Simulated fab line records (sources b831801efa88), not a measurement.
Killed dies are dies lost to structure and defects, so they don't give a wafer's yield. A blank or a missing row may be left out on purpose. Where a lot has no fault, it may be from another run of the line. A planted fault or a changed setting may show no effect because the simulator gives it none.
One fault through the eyes of 2 desks | flow gf180mcu | every desk sees just its own numbers, and what lay behind them comes last

THE METROLOGY DESK
What the gauges read, lot by lot, whatever tool the lot ran on: means of the sampled wafers that have a number. Any lot whose mean is over 4 standard deviations away from the usual mean is out of limits and marked OUT; that distance is given in the brackets.
Columns: A = MIM_ALCU_RS at GF_MIM_RS_MEAS_10, usual 0.1597 ohm/sq; B = MIM_ALCU_THK at GF_MIM_THK_MEAS_11, usual 202.3 nm
lot  | first seen here | A      | B
L590 | day 24 08:40    | 0.1605 | 203.4
L595 | day 25 19:26    | 0.1577 | 206.6
L596 | day 26 00:48    | 0.1618 | 200.3
L604 | day 28 18:26    | 0.1591 | 204.5
L605 | day 29 10:16    | 0.1590 | 201.9
L606 | day 29 10:33    | 0.1617 | 197.5
This desk's verdict: no lot among the 6 shows anything out of limits.

AT THE TOOL OWNER'S DESK: rieMetal-03
The tool's own readings at GF_MIM_METAL_ETCH_19 (etches the open film in Cl2/BCl3, stops on Si3N4, target depth 324.5 nm, time 54.1 s): means of the sampled wafers that have a number, for each lot that ran on this tool. Any lot whose mean is over 4 standard deviations away from the usual mean is out of limits and marked OUT; that distance is given in the brackets.
Columns: A = drypumpMotorCurrentA at GF_MIM_METAL_ETCH_19, usual 6.0 A; B = oesProductAu at GF_MIM_METAL_ETCH_19, usual 0.943 a.u.; C = runLengthS at GF_MIM_METAL_ETCH_19, usual 82.4 s; D = throttleValvePct at GF_MIM_METAL_ETCH_19, usual 28.281 %
lot  | first seen here | A   | B     | C    | D
L595 | day 26 15:37    | 5.8 | 0.937 | 83.3 | 28.294
L596 | day 26 21:28    | 5.9 | 0.928 | 83.1 | 28.294
L606 | day 30 05:04    | 6.0 | 0.938 | 82.5 | 28.283
This desk's verdict: no lot among the 3 shows anything out of limits.

BROUGHT TOGETHER
At the metrology desk, nothing out of limits was observed.
The desk of the tool owner found nothing out of limits.

WHAT HAD BEEN PUT IN BY THE SIMULATOR
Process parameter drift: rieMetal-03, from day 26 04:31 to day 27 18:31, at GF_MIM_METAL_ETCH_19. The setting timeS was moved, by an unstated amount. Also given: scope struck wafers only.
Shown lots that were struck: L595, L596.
